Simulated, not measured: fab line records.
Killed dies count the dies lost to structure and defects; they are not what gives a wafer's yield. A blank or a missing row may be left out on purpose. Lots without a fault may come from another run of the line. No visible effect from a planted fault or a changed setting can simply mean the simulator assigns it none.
Matching of chambers	flow gf180mcu	GF_V4_ETCH_16 on rie diel-02 has 4 sister chambers
The step etches BARC in N2/H2. 16 wafers are shown with their chamber, then 8 later ones without.

WAFERS WITH THEIR CHAMBER
wafer	chamber	drypump motor current A (A)	bias w (W)	throttle valve pct (%)
L430.1	0	5.5	99.8	13.220
L430.5	1	6.2	99.6	13.231
L430.6	2	5.5	100.0	13.216
L432.2	2	5.5	100.0	13.229
L432.3	0	5.5	100.1	13.243
L432.5	2	5.5	99.9	13.238
L433.2	1	6.3	100.0	13.221
L433.4	2	5.5	100.1	13.227
L433.6	3	5.4	100.4	13.224
L436.2	3	5.4	100.0	13.213
L436.5	2	5.5	100.4	13.233
L436.6	3	5.4	99.5	13.223
L440.2	1	6.2	99.8	13.226
L440.3	0	5.5	100.2	13.222
L440.5	2	5.5	100.1	13.224
L443.2	0	5.5	99.7	13.212

SIGNATURES, as means of the wafers listed above
reading	chamber 0	chamber 1	chamber 2	chamber 3	scatter within a chamber
drypump motor current A	5.500	6.233	5.500	5.400	0.0236
bias w	99.950	99.800	100.083	99.967	0.259
throttle valve pct	13.22425	13.22600	13.22783	13.22000	0.00883
Rule: for each reading, subtract the chamber's mean from the wafer's reading, divide by that reading's scatter and square the result; add these up over the readings and take the root, which gives the wafer's distance from the chamber. If the next closest chamber is less than 2 further off than the closest, the wafer can't be placed; otherwise it belongs to the closest. The scatter: take each reading less its chamber's mean, square it, sum over the shown wafers, divide by the number of wafers less the number of chambers, and take the root.

WAFERS WITHOUT THEIR CHAMBER
wafer	drypump motor current A (A)	bias w (W)	throttle valve pct (%)
L443.4	5.5	100.2	13.228
L443.5	5.5	100.2	13.220
L446.4	5.4	100.4	13.226
L446.5	5.4	99.9	13.223
L446.6	6.3	100.1	13.210
L447.2	6.2	99.7	13.232
L447.3	5.4	100.2	13.240
L447.6	5.4	99.9	13.223

EACH ONE'S CHAMBER
wafer	from the rows above	in truth
L443.4	can't be placed: 2 or 0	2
L443.5	can't be placed: 2 or 0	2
L446.4	3	3
L446.5	3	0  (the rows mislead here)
L446.6	1	1
L447.2	1	1
L447.3	3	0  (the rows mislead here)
L447.6	3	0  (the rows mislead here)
Correct placement for 3 of the 8. Not placeable from these rows: 2 (in 2, the candidates include the true chamber). Number placed wrongly: 3.
